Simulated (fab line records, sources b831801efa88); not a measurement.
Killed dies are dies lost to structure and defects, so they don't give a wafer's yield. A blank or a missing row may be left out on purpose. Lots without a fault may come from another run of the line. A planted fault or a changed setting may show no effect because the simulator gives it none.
fab line records | flow gf180mcu
record lots=5 wafers=15 last_day=33
route steps=602 shown V5@541
lots that met no fault: from a run of the same line without faults
start_h: hours from the record's first day to the start of the lot's first wafer shown | wait_h: hours since the lot's step before | " the same as in the row above | L1.1+2: a row that stands for several wafers | - no value, or no start given | * or withheld: withheld | < > ~ a bound
route shown NAME@n: a module of which the file shows steps, and the number in the route of the first | usual: mean/standard deviation of fault-free wafers | same: alike in all rows | chamber/n: place in a boat | sites: the reading at each site | _std_site: their standard deviation | _edge_site: outer sites' mean less inner sites' | radius_mm: how far each site lies from the wafer's centre | mask NAME#n: copy n | behind: the tool/chamber that last shaped the wafer | hold: why the lot was held/for how many hours/how that ended | device: the transistor (n, p or np) that didn't switch | end of line: the same wafers' tests at the end of the route | a step without rows: its recipe alone | killed: dies lost to structure and defects at the first sort, not the wafer's yield | map: a wafer's dies, x killed, . not, _ none there
set.NAME: the setting as run; set.NAME@STEP: as run at that earlier step | model.NAME: the simulator's own value behind a step, which no gauge read
lots at some steps of the route; a table a step, a row a wafer
services: from which hour (start_h, from the record's first day; less than 0 if before it) a tool's chamber was out of use, for how many hours, and why
## steps
# step GF_V5_THK_MEAS_01
# recipe reads=SiO2_of_V5_CVD_00
# usual V5_CVD_00_THK=301/3.2
# columns lot.wafer tool chamber start_h wait_h V5_CVD_00_THK[nm]
L074.2 film_metro-03 - 603.46 0.0 303
L074.5 " - " " 302
L074.6 " - " " 301
L082.1 film_metro-03 - 683.06 0.0 301
L082.2 " - " " 307
L082.6 " - " " 303
L084.2 film_metro-04 - 689.84 0.0 298
L084.5 " - " " 301
L084.6 " - " " 299
L085.1 film_metro-03 - 703.45 0.0 302
L085.2 " - " " 298
L085.4 " - " " 304
L090.3 film_metro-03 - 738.47 0.0 299
L090.4 " - " " 300
L090.5 " - " " 302
# step GF_V5_CVD_02
# recipe material=SiO2 target_thk_nm=1450 precursor=TEOS temp_c=400 time_s=163.28 rf_w=600
# usual heater_power_w=651/120
# columns lot.wafer tool chamber start_h wait_h heater_power_w since_wet_clean_h
L074.2 pecvd-01 1 603.51 0.0 570 637
L074.5 " 2 " " 485 -
L074.6 " 0 " " 543 -
L082.1 pecvd-04 1 683.12 0.1 762 300
L082.2 " 0 " " 693 300
L082.6 " 2 " " 764 -
L084.2 pecvd-04 2 689.89 0.0 778 307
L084.5 " 0 " " 685 -
L084.6 " 2 " " 612 -
L085.1 pecvd-01 2 703.51 0.1 495 737
L085.2 " 0 " " 453 737
L085.4 " 2 " " 581 -
L090.3 pecvd-03 0 738.51 0.0 870 133
L090.4 " 1 " " 821 -
L090.5 " 0 " " 737 -
# step GF_V5_THK_MEAS_03
# recipe reads=SiO2_of_V5_CVD_02
# usual V5_CVD_02_THK=1455/20
# columns lot.wafer tool chamber start_h wait_h V5_CVD_02_THK[nm]
L074.2 film_metro-01 - 603.63 0.1 1461
L074.5 " - " " 1470
L074.6 " - " " 1453
L082.1 film_metro-04 - 683.22 0.1 1436
L082.2 " - " " 1445
L082.6 " - " " 1445
L084.2 film_metro-04 - 690.01 0.1 1438
L084.5 " - " " 1432
L084.6 " - " " 1447
L085.1 film_metro-01 - 703.61 0.1 1448
L085.2 " - " " 1455
L085.4 " - " " 1452
L090.3 film_metro-01 - 738.63 0.1 1451
L090.4 " - " " 1481
L090.5 " - " " 1464
# step GF_V5_CMP_04
# recipe material=SiO2 down_force_psi=4 platen_rpm=60 pad_velocity_m_s=0.94248
# usual motor_current_A=11.6/1.6 slurry_filter_dp_kPa=13.50/0.13
# columns lot.wafer tool chamber start_h wait_h motor_current_A slurry_filter_dp_kPa
L074.2 cmp-01 3 603.83 0.2 12.5 13.43
L074.6 " 0 " " 12.2 13.77
L074.5 " 1 " " 13.1 13.33
L082.1 cmp-02 3 683.55 0.3 10.1 13.39
L082.2 " 1 " " 12.7 13.43
L082.6 " 0 " " 8.1 13.33
L084.2 cmp-02 3 690.06 0.0 9.9 13.33
L084.5 " 3 " " 10.5 13.34
L084.6 " 0 " " 7.8 13.40
L085.2 cmp-02 2 703.67 0.0 12.8 13.56
L085.1 " 3 " " 10.2 13.37
L085.4 " 0 " " 8.2 13.63
L090.3 cmp-02 1 738.67 0.0 12.3 13.64
L090.4 " 3 " " 10.3 13.52
L090.5 " 1 " " 12.4 13.52
# step GF_V5_BOW_MEAS_05
# recipe mode=bow
# usual V5_BOW=132/8
# columns lot.wafer tool chamber start_h wait_h V5_BOW[um]
L074.2 film_metro-01 - 604.00 0.1 139
L074.5 " - " " 145
L074.6 " - " " 129
L082.1 film_metro-01 - 683.85 0.2 143
L082.2 " - " " 148
L082.6 " - " " 125
L084.2 film_metro-03 - 690.40 0.3 123
L084.5 " - " " 126
L084.6 " - " " 113
L085.1 film_metro-04 - 703.97 0.2 128
L085.2 " - " " 124
L085.4 " - " " 119
L090.3 film_metro-03 - 739.01 0.3 133
L090.4 " - " " 137
L090.5 " - " " 136
# step GF_V5_DEHYDRATE_06
# recipe temp_c=200 time_s=60
# usual exhaust_pa=45.1/0.9 resist_line_temp_C=23.03/0.1
# columns lot.wafer tool chamber start_h wait_h exhaust_pa resist_line_temp_C
L074.2 litho_track-04 0 615.03 11.0 45.5 22.99
L074.5 " 0 " " 45.8 22.97
L074.6 " 0 " " 44.9 23.08
L082.1 litho_track-03 0 692.34 8.5 44.1 23.05
L082.2 " 0 " " 45.3 23.04
L082.6 " 0 " " 46.1 23.08
L084.2 litho_track-04 0 699.43 9.0 44.6 22.98
L084.5 " 0 " " 44.8 23.14
L084.6 " 0 " " 45.8 23.14
L085.1 litho_track-03 0 712.39 8.4 44.9 23.07
L085.2 " 0 " " 44.6 22.91
L085.4 " 0 " " 44.2 22.97
L090.3 litho_track-04 0 746.96 7.9 44.1 23.10
L090.4 " 0 " " 44.9 22.99
L090.5 " 0 " " 45.0 23.00
# step GF_V5_HMDS_07
# recipe prime_time_s=60 prime_temp_c=120
# usual exhaust_pa=44.9/0.83 resist_line_temp_C=23.04/0.13
# columns lot.wafer tool chamber start_h wait_h exhaust_pa resist_line_temp_C
L074.2 litho_track-04 0 615.18 0.1 43.6 23.26
L074.5 " 0 " " 43.8 22.98
L074.6 " 0 " " 44.2 23.06
L082.1 litho_track-03 0 692.49 0.1 45.6 23.00
L082.2 " 0 " " 45.4 22.90
L082.6 " 0 " " 45.4 22.82
L084.2 litho_track-04 0 699.58 0.1 43.7 23.16
L084.5 " 0 " " 44.6 22.95
L084.6 " 0 " " 44.2 22.83
L085.1 litho_track-03 0 712.54 0.1 43.8 23.12
L085.2 " 0 " " 45.3 23.12
L085.4 " 0 " " 44.9 23.13
L090.3 litho_track-04 0 747.11 0.1 44.7 22.97
L090.4 " 0 " " 45.5 22.96
L090.5 " 0 " " 45.6 22.94
# step GF_V5_COAT_08
# recipe resist=BARC temp_c=withheld time_s=withheld spin_rpm=withheld resist_thk_nm=withheld
# usual dispense_pressure_kPa=51.5/2.8 exhaust_pa=44.8/0.88 resist_line_temp_C=*
# columns lot.wafer tool chamber start_h wait_h dispense_pressure_kPa exhaust_pa resist_line_temp_C
L074.2 litho_track-04 0 615.33 0.1 47.9 44.4 *
L074.5 " 0 " " 47.9 45.5 *
L074.6 " 0 " " 47.9 45.3 *
L082.1 litho_track-03 0 692.64 0.1 53.9 45.4 *
L082.2 " 0 " " 53.9 45.4 *
L082.6 " 0 " " 53.9 44.5 *
L084.2 litho_track-04 0 699.73 0.1 47.9 42.9 *
L084.5 " 0 " " 47.9 42.8 *
L084.6 " 0 " " 47.9 43.4 *
L085.1 litho_track-03 0 712.69 0.1 53.9 45.3 *
L085.2 " 0 " " 53.9 43.7 *
L085.4 " 0 " " 53.9 45.4 *
L090.3 litho_track-04 0 747.26 0.1 48.0 45.8 *
L090.4 " 0 " " 47.9 45.5 *
L090.5 " 0 " " 47.9 45.8 *
# step GF_V5_COAT_09
# recipe resist=KrF spin_rpm=withheld resist_thk_nm=1000
# usual dispense_pressure_kPa=51.5/2.8 exhaust_pa=44.9/0.87 resist_line_temp_C=23.02/0.11
# columns lot.wafer tool chamber start_h wait_h dispense_pressure_kPa exhaust_pa resist_line_temp_C
L074.2 litho_track-04 0 - - 48.0 44.6 22.82
L074.5 " 0 " " 47.9 45.8 22.94
L074.6 " 0 " " 47.9 44.8 23.03
L082.1 litho_track-03 0 - - 53.9 46.2 22.91
L082.2 " 0 " " 53.9 44.4 23.04
L082.6 " 0 " " 53.9 42.8 22.99
L084.2 litho_track-04 0 - - 48.0 44.1 23.13
L084.5 " 0 " " 47.9 44.2 23.01
L084.6 " 0 " " 48.0 43.9 23.16
L085.1 litho_track-03 0 - - 53.9 46.3 23.12
L085.2 " 0 " " 53.9 46.0 23.10
L085.4 " 0 " " 53.9 45.7 22.98
L090.3 litho_track-04 0 - - 48.0 44.6 23.17
L090.4 " 0 " " 48.0 43.4 23.00
L090.5 " 0 " " 48.0 44.4 23.06
# step GF_V5_SOFTBAKE_10
# recipe temp_c=130 time_s=60 resist=KrF
# usual exhaust_pa=44.9/0.85 resist_line_temp_C=22.98/0.1
# columns lot.wafer tool chamber start_h wait_h exhaust_pa resist_line_temp_C
L074.2 litho_track-04 0 - - 46.1 23.15
L074.5 " 0 " " 44.6 22.91
L074.6 " 0 " " 45.5 22.78
L082.1 litho_track-03 0 - - 46.0 22.96
L082.2 " 0 " " 45.1 22.80
L082.6 " 0 " " 45.2 22.86
L084.2 litho_track-04 0 - - 44.0 22.89
L084.5 " 0 " " 43.9 22.86
L084.6 " 0 " " 43.8 23.00
L085.1 litho_track-03 0 - - 44.9 22.88
L085.2 " 0 " " 43.9 22.98
L085.4 " 0 " " 45.2 22.89
L090.3 litho_track-04 0 - - 45.1 22.86
L090.4 " 0 " " 45.3 22.97
L090.5 " 0 " " 45.3 22.88
# step GF_V5_EXPOSE_11
# recipe mask_id=Via5 target_cd_nm=260 na=0.68 source_shape=conventional sigma_outer=0.6 dose_mj=38
# usual focus_offset_nm=-0.1/0.62
# columns lot.wafer tool chamber start_h wait_h mask focus_offset_nm
L074.2 krf_scanner-01 0 - - Via5#0 0.5
L074.5 " 0 " " Via5#0 -1.2
L074.6 " 0 " " Via5#0 -0.7
L082.1 krf_scanner-02 0 - - Via5#0 -0.7
L082.2 " 0 " " Via5#0 -1.0
L082.6 " 0 " " Via5#0 -0.1
L084.2 krf_scanner-01 0 - - Via5#0 -1.0
L084.5 " 0 " " Via5#0 0.0
L084.6 " 0 " " Via5#0 0.3
L085.1 krf_scanner-02 0 - - Via5#0 0.8
L085.2 " 0 " " Via5#0 0.9
L085.4 " 0 " " Via5#0 0.2
L090.3 krf_scanner-02 0 - - Via5#0 -0.2
L090.4 " 0 " " Via5#0 -1.2
L090.5 " 0 " " Via5#0 -0.5
# step GF_V5_PEB_12
# recipe peb_temp_c=135 peb_time_s=90 resist=KrF
# usual exhaust_pa=45.2/0.89 resist_line_temp_C=23.02/0.11
# columns lot.wafer tool chamber start_h wait_h exhaust_pa resist_line_temp_C
L074.2 litho_track-02 0 - - 44.7 22.96
L074.5 " 0 " " 43.7 23.04
L074.6 " 0 " " 44.3 23.01
L082.1 litho_track-03 0 - - 45.1 23.08
L082.2 " 0 " " 45.2 23.09
L082.6 " 0 " " 45.6 23.05
L084.2 litho_track-04 0 - - 45.9 23.03
L084.5 " 0 " " 46.9 22.98
L084.6 " 0 " " 45.9 23.10
L085.1 litho_track-04 0 - - 45.5 22.94
L085.2 " 0 " " 46.3 22.91
L085.4 " 0 " " 44.8 22.96
L090.3 litho_track-03 0 - - 47.2 22.95
L090.4 " 0 " " 46.4 23.03
L090.5 " 0 " " 46.6 22.91
# step GF_V5_DEVELOP_13
# recipe develop_time_s=60 resist=KrF dev_temp_c=21
# usual exhaust_pa=45.2/0.83 resist_line_temp_C=22.97/0.11
# columns lot.wafer tool chamber start_h wait_h exhaust_pa resist_line_temp_C
L074.2 litho_track-02 0 625.01 0.2 45.1 22.93
L074.5 " 0 " " 46.4 22.95
L074.6 " 0 " " 46.4 22.93
L082.1 litho_track-03 0 702.89 0.2 44.2 23.07
L082.2 " 0 " " 45.5 22.95
L082.6 " 0 " " 45.2 22.96
L084.2 litho_track-04 0 709.18 0.2 46.1 23.16
L084.5 " 0 " " 43.0 22.80
L084.6 " 0 " " 43.9 22.78
L085.1 litho_track-04 0 722.66 0.2 45.2 22.96
L085.2 " 0 " " 46.4 22.92
L085.4 " 0 " " 44.5 22.73
L090.3 litho_track-03 0 755.49 0.1 45.0 22.81
L090.4 " 0 " " 45.8 22.76
L090.5 " 0 " " 45.4 23.06
# step GF_V5_CD_MEAS_14
# recipe target_cd_nm=260
# usual cd_nm=260.4/1.3
# columns lot.wafer tool chamber start_h wait_h cd_nm
L074.2 cd_sem-02 - 625.16 0.1 260.5
L074.5 " - " " 261.4
L074.6 " - " " 261.3
L082.1 cd_sem-01 - 703.04 0.1 262.1
L082.2 " - " " 260.2
L082.6 " - " " 261.7
L084.2 cd_sem-02 - 709.33 0.1 261.7
L084.5 " - " " 261.2
L084.6 " - " " 260.9
L085.1 cd_sem-01 - 722.81 0.1 258.6
L085.2 " - " " 259.3
L085.4 " - " " 260.2
L090.3 cd_sem-01 - 755.63 0.1 260.7
L090.4 " - " " 260.7
L090.5 " - " " 260.1
## services
# columns tool chamber start_h hours kind
krf_scanner-01 - 583.08 1.3 pm
pecvd-04 - 584.02 1.8 repair
pecvd-01 2 590.40 2.3 repair
krf_scanner-02 - 602.58 4.0 pm
pecvd-04 - 604.25 1.1 repair
krf_scanner-02 - 606.61 0.8 pm
krf_scanner-01 - 607.36 1.0 pm
krf_scanner-02 - 608.36 0.8 pm
pecvd-01 1 618.66 13.7 repair
cmp-02 - 631.04 0.4 repair
pecvd-04 - 632.27 2.4 repair
pecvd-01 2 646.37 18.8 repair
krf_scanner-02 - 653.84 3.6 pm
krf_scanner-01 - 674.46 0.8 pm
krf_scanner-01 - 685.93 1.1 repair
cmp-02 - 688.52 0.8 repair
krf_scanner-01 - 696.34 0.8 pm
krf_scanner-02 - 707.83 1.0 pm
krf_scanner-02 - 713.79 1.3 pm
krf_scanner-01 - 727.65 0.7 repair
krf_scanner-01 - 734.98 1.3 pm
pecvd-04 0 735.18 2.8 repair
krf_scanner-02 - 753.76 4.4 pm
cmp-02 - 753.80 9.5 pm
## key
fault none
